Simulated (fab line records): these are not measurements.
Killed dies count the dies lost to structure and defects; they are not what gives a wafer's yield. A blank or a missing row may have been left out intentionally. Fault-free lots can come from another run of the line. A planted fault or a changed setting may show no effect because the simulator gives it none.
fab line records | flow sky130 | part 2 of 2: steps 43 to 43 of 43
[record] lots = 6 | wafers = 17 | lastDay = 50
route steps=708 shown POLY_CUT@317 SD_P@320 RES_XHIGH@332 SD_N@342 PAD_OPEN@708
lots that met no fault: from a run of the same line without faults
startH: hours from the record's first day to the start of the lot's first wafer shown | waitH: hours from the lot's prior step to this one | " same as the row above | L1.1+2: a single row standing in for several wafers | - no value, or no start was given | * or withheld: withheld | < > ~ a bound
route shown NAME@n: names a module that has steps shown in the file, with the first one's number in the route | usual: mean and standard deviation over wafers with no fault | same: alike in all rows | chamber/n: place in a boat | sites: each site's reading | _std_site: standard deviation across them | _edge_site: outer sites' mean less inner sites' | radiusMm: how far each site lies from the wafer's centre | mask NAME#n: copy n | behind: the last tool/chamber to shape the wafer | hold: why the lot went on hold/how many hours it stayed there/how the hold came to an end | device: the transistor (n, p or np) that didn't switch | end of line: tests of these same wafers at the route's end | a step without rows: its recipe alone | killed: dies that structure and defects cost at the first sort, which is not the same as the wafer's yield | map: shows each die of a wafer: x if killed, . if not, _ if none is there
set.NAME: the setting as run; set.NAME@STEP: as run at that earlier step | model.NAME: the simulator's own value behind a step, which no gauge read
lots at selected steps of the route; one table per step, one row per wafer
services: when a tool's chamber went out of use (startH, in hours from the record's first day, below 0 if earlier), for how many hours, and the reason
[[steps]]
[step SKY_PAD_OPEN_PROBE_99]
[usual] killed_at_M0_to_M3 = 44/6.8 | killed_at_M4_up = 3.2/1.7 | killedAtContacts = 24/4.9 | killedAtFrontEnd = 14/4.1 | killedAtOther = 0.2/0.51 | killedDies = 85/8.7 | killedOpen = 46/6.8 | killedShort = 39/6.1
[same] grossDies = 492 | killedAtBackSide = 0
lot.wafer | tool      | chamber | startH  | waitH | killed_at_M0_to_M3 | killed_at_M4_up | killedAtContacts | killedAtFrontEnd | killedAtOther | killedDies | killedOpen | killedShort | model.etest.liconHighPo.rcOhm | model.etest.resHighPo.lineOhmUm | model.etest.resPdiff.lineOhmUm | model.etest.pfet_01v8.rOnOhmUm | model.etest.resHighPo.rsOhmSq | model.etest.resHighPo.rsOhmSqRange | model.etest.liconPdiff.rcOhm | model.etest.resHighPo.rsOhmSqRimLessCentre
L872.1    | prober-02 | -       | 1137.71 | 0.1   | 40                 | 0               | 25               | 15               | 0             | 80         | 41         | 39          | 335.1                         | 739.5                           | 1330                           | 2854                           | 261.3                         | 7.27                               | 577.3                        | 5.52
L872.4    | prober-02 | -       | 1137.86 | 0.2   | 41                 | 3               | 24               | 15               | 0             | 83         | 38         | 45          | 352.3                         | 750.9                           | 1348                           | 2816                           | 264.6                         | 10.04                              | 594.5                        | 5.815
L872.6    | prober-02 | -       | 1137.96 | 0.2   | 44                 | 5               | 24               | 18               | 0             | 91         | 44         | 47          | 345.1                         | 754                             | 1375                           | 2872                           | 260.9                         | 7.533                              | 589                          | 6.561
L873.1    | prober-01 | -       | 1142.57 | 0.1   | 56                 | 2               | 20               | 13               | 0             | 91         | 47         | 44          | 344.2                         | 736.3                           | 1349                           | 3008                           | 255.2                         | 14.39                              | 582.6                        | 13.45
L873.3    | prober-01 | -       | 1142.67 | 0.2   | 43                 | 5               | 25               | 12               | 0             | 85         | 43         | 42          | 347.2                         | 733.2                           | 1373                           | 2957                           | 255.4                         | 13.95                              | 592.4                        | 12.3
L873.6    | prober-01 | -       | 1142.82 | 0.2   | 38                 | 1               | 17               | 11               | 1             | 68         | 35         | 33          | 350.4                         | 718.9                           | 1387                           | 2995                           | 250.5                         | 15.15                              | 624.2                        | 12.84
L877.4    | prober-01 | -       | 1169.87 | 0.2   | 35                 | 1               | 28               | 17               | 0             | 81         | 50         | 31          | 621.4                         | 1018                            | 1476                           | 2956                           | 357.2                         | 100.1                              | 657.4                        | -45.93
L877.6    | prober-01 | -       | 1169.97 | 0.2   | 38                 | 2               | 31               | 19               | 0             | 90         | 42         | 48          | 665.8                         | 1017                            | 1496                           | 2926                           | 352.4                         | 100.5                              | 683.6                        | -38.24
L879.2    | prober-01 | -       | 1173.32 | 0.1   | 49                 | 5               | 22               | 13               | 1             | 90         | 49         | 41          | 351.9                         | 732                             | 1373                           | 2919                           | 255.7                         | 4.34                               | 583.6                        | 1.653
L879.3    | prober-01 | -       | 1173.37 | 0.2   | 40                 | 6               | 17               | 15               | 0             | 78         | 35         | 43          | 370.9                         | 752.5                           | 1351                           | 2806                           | 263.9                         | 8.415                              | 605                          | 3.345
L879.4    | prober-01 | -       | 1173.42 | 0.2   | 48                 | 5               | 21               | 10               | 0             | 84         | 43         | 41          | 668.5                         | 1019                            | 1510                           | 3061                           | 358.3                         | 104                                | 692.5                        | -43.63
L884.3    | prober-02 | -       | 1194.28 | 0.2   | 54                 | 3               | 13               | 12               | 1             | 83         | 44         | 39          | 360.2                         | 728.7                           | 1347                           | 2885                           | 257.4                         | 6.842                              | 592.3                        | 4.131
L884.5    | prober-02 | -       | 1194.38 | 0.2   | 42                 | 1               | 32               | 12               | 1             | 88         | 46         | 42          | 343.6                         | 721.6                           | 1317                           | 2826                           | 254                           | 9.286                              | 592                          | 7.822
L884.6    | prober-02 | -       | 1194.43 | 0.2   | 47                 | 4               | 20               | 12               | 0             | 83         | 44         | 39          | 334.5                         | 716.7                           | 1347                           | 2787                           | 252.8                         | 10.93                              | 611.4                        | 8.924
L885.2    | prober-01 | -       | 1196.51 | 0.1   | 40                 | 3               | 27               | 13               | 0             | 83         | 46         | 37          | 336.8                         | 754.7                           | 1393                           | 2844                           | 262.3                         | 8.982                              | 587.6                        | 7.939
L885.3    | prober-01 | -       | 1196.56 | 0.2   | 53                 | 4               | 20               | 15               | 1             | 93         | 47         | 46          | 347.6                         | 752.7                           | 1422                           | 2780                           | 262.6                         | 10.25                              | 578.6                        | 8.292
L885.6    | prober-01 | -       | 1196.71 | 0.2   | 34                 | 3               | 25               | 16               | 0             | 78         | 48         | 30          | 342.1                         | 738.8                           | 1391                           | 2803                           | 257.4                         | 10.96                              | 546.1                        | 9.071
// killed by level:class
L872.1 LI_CONTACT:geometricParticle:open=11 VIA2:geometricParticle:open=9 FIELD_ISO:geometricParticle:short=6 CONTACT:geometricParticle:short=6 METAL1:geometricParticle:short=6 VIA1:geometricParticle:open=6 VIA3:geometricParticle:short=5 SPACER:geometricParticle:open=4
L872.4 VIA1:geometricParticle:open=7 CONTACT:geometricParticle:open=7 METAL2:geometricParticle:short=7 FIELD_ISO:geometricParticle:short=6 LI_CONTACT:geometricParticle:open=6 LOCAL_INTERCONNECT:geometricParticle:short=6 FIELD_ISO:geometricParticle:open=5 METAL3:geometricParticle:short=5
L872.6 VIA1:geometricParticle:open=13 CONTACT:geometricParticle:open=7 METAL1:geometricParticle:short=7 POLY_GATE:geometricParticle:open=5 LI_CONTACT:geometricParticle:open=5 METAL2:geometricParticle:short=5 METAL4:geometricParticle:short=5 LI_CONTACT:geometricParticle:short=4
L873.1 VIA1:geometricParticle:open=17 METAL2:geometricParticle:short=11 VIA1:geometricParticle:short=7 VIA3:geometricParticle:open=7 CONTACT:geometricParticle:open=6 FIELD_ISO:geometricParticle:open=5 LI_CONTACT:geometricParticle:short=5 SPACER:geometricParticle:short=4
L873.3 CONTACT:geometricParticle:open=10 VIA1:geometricParticle:open=9 VIA2:geometricParticle:open=8 METAL2:geometricParticle:short=7 VIA1:geometricParticle:short=6 LI_CONTACT:geometricParticle:open=6 POLY_GATE:geometricParticle:open=5 FIELD_ISO:geometricParticle:short=4
L873.6 VIA1:geometricParticle:open=11 CONTACT:geometricParticle:open=7 METAL2:geometricParticle:short=6 VIA2:geometricParticle:open=6 CONTACT:geometricParticle:short=5 METAL1:geometricParticle:short=5 FIELD_ISO:geometricParticle:short=4 VIA3:geometricParticle:open=4
L877.4 CONTACT:geometricParticle:open=12 VIA1:geometricParticle:open=10 CONTACT:geometricParticle:short=6 VIA3:geometricParticle:open=6 POLY_GATE:geometricParticle:short=5 LI_CONTACT:geometricParticle:open=5 FIELD_ISO:geometricParticle:open=4 POLY_GATE:geometricParticle:open=4
L877.6 VIA1:geometricParticle:open=10 CONTACT:geometricParticle:short=9 LI_CONTACT:geometricParticle:open=7 VIA3:geometricParticle:open=7 FIELD_ISO:geometricParticle:open=5 FIELD_ISO:geometricParticle:short=5 LI_CONTACT:geometricParticle:short=5 CONTACT:geometricParticle:open=5
L879.2 VIA1:geometricParticle:open=10 CONTACT:geometricParticle:open=9 VIA3:geometricParticle:open=9 VIA3:geometricParticle:short=7 METAL1:geometricParticle:short=7 VIA1:geometricParticle:short=6 FIELD_ISO:geometricParticle:open=5 CONTACT:geometricParticle:short=5
L879.3 CONTACT:geometricParticle:open=8 VIA1:geometricParticle:open=8 FIELD_ISO:geometricParticle:short=7 METAL4:geometricParticle:short=5 VIA2:geometricParticle:open=5 VIA3:geometricParticle:short=4 LOCAL_INTERCONNECT:geometricParticle:short=4 VIA3:geometricParticle:open=4
L879.4 VIA1:geometricParticle:open=9 CONTACT:geometricParticle:open=9 METAL1:geometricParticle:short=7 VIA3:geometricParticle:open=6 VIA2:geometricParticle:open=6 FIELD_ISO:geometricParticle:short=5 LI_CONTACT:geometricParticle:open=4 VIA1:geometricParticle:short=4
L884.3 METAL2:geometricParticle:short=10 VIA1:geometricParticle:open=9 VIA3:geometricParticle:open=9 VIA2:geometricParticle:open=7 CONTACT:geometricParticle:open=6 CONTACT:geometricParticle:short=4 FIELD_ISO:geometricParticle:short=4 METAL1:geometricParticle:short=4
L884.5 LI_CONTACT:geometricParticle:open=11 VIA2:geometricParticle:open=9 CONTACT:geometricParticle:short=8 CONTACT:geometricParticle:open=7 VIA1:geometricParticle:open=7 METAL2:geometricParticle:short=6 VIA1:geometricParticle:short=6 FIELD_ISO:geometricParticle:open=5
L884.6 METAL2:geometricParticle:short=9 LI_CONTACT:geometricParticle:open=8 METAL1:geometricParticle:short=8 VIA1:geometricParticle:open=8 CONTACT:geometricParticle:open=7 VIA2:geometricParticle:open=7 FIELD_ISO:geometricParticle:open=5 POLY_GATE:geometricParticle:short=5
L885.2 VIA1:geometricParticle:open=11 METAL1:geometricParticle:short=8 LI_CONTACT:geometricParticle:open=8 CONTACT:geometricParticle:open=8 LI_CONTACT:geometricParticle:short=5 LOCAL_INTERCONNECT:geometricParticle:short=5 VIA2:geometricParticle:open=4 FIELD_ISO:geometricParticle:short=3
L885.3 VIA1:geometricParticle:open=13 METAL2:geometricParticle:short=12 CONTACT:geometricParticle:open=11 METAL1:geometricParticle:short=6 FIELD_ISO:geometricParticle:open=4 POLY_GATE:geometricParticle:open=4 LI_CONTACT:geometricParticle:open=4 VIA1:geometricParticle:short=4
L885.6 VIA1:geometricParticle:open=14 CONTACT:geometricParticle:open=11 LI_CONTACT:geometricParticle:open=8 POLY_GATE:geometricParticle:open=5 POLY_GATE:geometricParticle:short=4 CONTACT:geometricParticle:short=4 FIELD_ISO:geometricParticle:short=3 METAL2:geometricParticle:short=3
[[services]]
tool           | chamber | startH | hours | kind
rieDiel-02     | 0       | 639.28 | 4.5   | repair
implanter-04   | -       | 647.16 | 12.9  | repair
implanter-03   | -       | 647.29 | 3.7   | repair
rieDiel-04     | 2       | 650.75 | 1.4   | repair
plasmaAsher-02 | -       | 655.04 | 9.5   | repair
implanter-03   | -       | 663.77 | 5.9   | pm
rieDiel-03     | 1       | 687.39 | 13.2  | repair
implanter-02   | -       | 687.41 | 3.1   | pm
rieDiel-03     | 2       | 688.94 | 3.4   | repair
implanter-04   | -       | 694.67 | 2.3   | repair
rieDiel-03     | 0       | 722.62 | 4.6   | repair
plasmaAsher-02 | -       | 733.75 | 9.0   | pm
rieDiel-04     | 1       | 737.34 | 2.4   | repair
rieDiel-04     | 3       | 739.74 | -     | clean
plasmaAsher-03 | -       | 757.29 | 3.5   | repair
rieDiel-02     | 3       | 764.44 | 26.5  | repair
rieDiel-03     | -       | 764.97 | 38.8  | repair
rieDiel-03     | 2       | 774.71 | 6.1   | repair
implanter-04   | -       | 788.47 | 2.7   | repair
plasmaAsher-03 | -       | 794.37 | 15.5  | repair
plasmaAsher-03 | -       | 804.96 | 1.6   | repair
rieDiel-03     | -       | 819.74 | 2.8   | pm
rieDiel-02     | 1       | 821.04 | 10.0  | repair
plasmaAsher-02 | -       | 821.65 | 11.7  | repair
[[key]]
[firstSign] step = SKY_SD_P_STRIP_10 | reading = stripTimeToEndpointS | direction = down | sigmas = 11 | usual = * | struck = *
[effect] step = SKY_SD_P_TW_MEAS_11 | reading = SD_P_TW | direction = down | sigmas = 7.1 | usual = 2829 | struck = 2704
[effect] step = SKY_SD_N_RS_MEAS_17 | reading = SD_P_RS | direction = up | sigmas = 11 | usual = 147.2 | struck = 151.0
[modelEffect] step = SKY_PAD_OPEN_PROBE_99 | value = etest.liconHighPo.rcOhm | without = 347.1 | struck = 651.9
metAt SKY_SD_P_IMPLANT_09
struckWafers L877.4,L877.6,L879.4
testerLeftOut L877,L879
onsetBetween 676.80 716.72
[fault] kind = processParameterDrift | tool = implanter-03 | chamber = - | onsetH = 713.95 | steps = SKY_SD_P_IMPLANT_09 | channel = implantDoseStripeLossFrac | offset = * | shape = step | endH = 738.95 | scope = struckWafersOnly
// testerLeftOut: of these lots the tester's yield and bins aren't shown, on N5 and GAA mostly nor the transistor test; their killed dies are dies lost to structure and defects alone, not to doping, threshold or leakage, so they don't give the yield
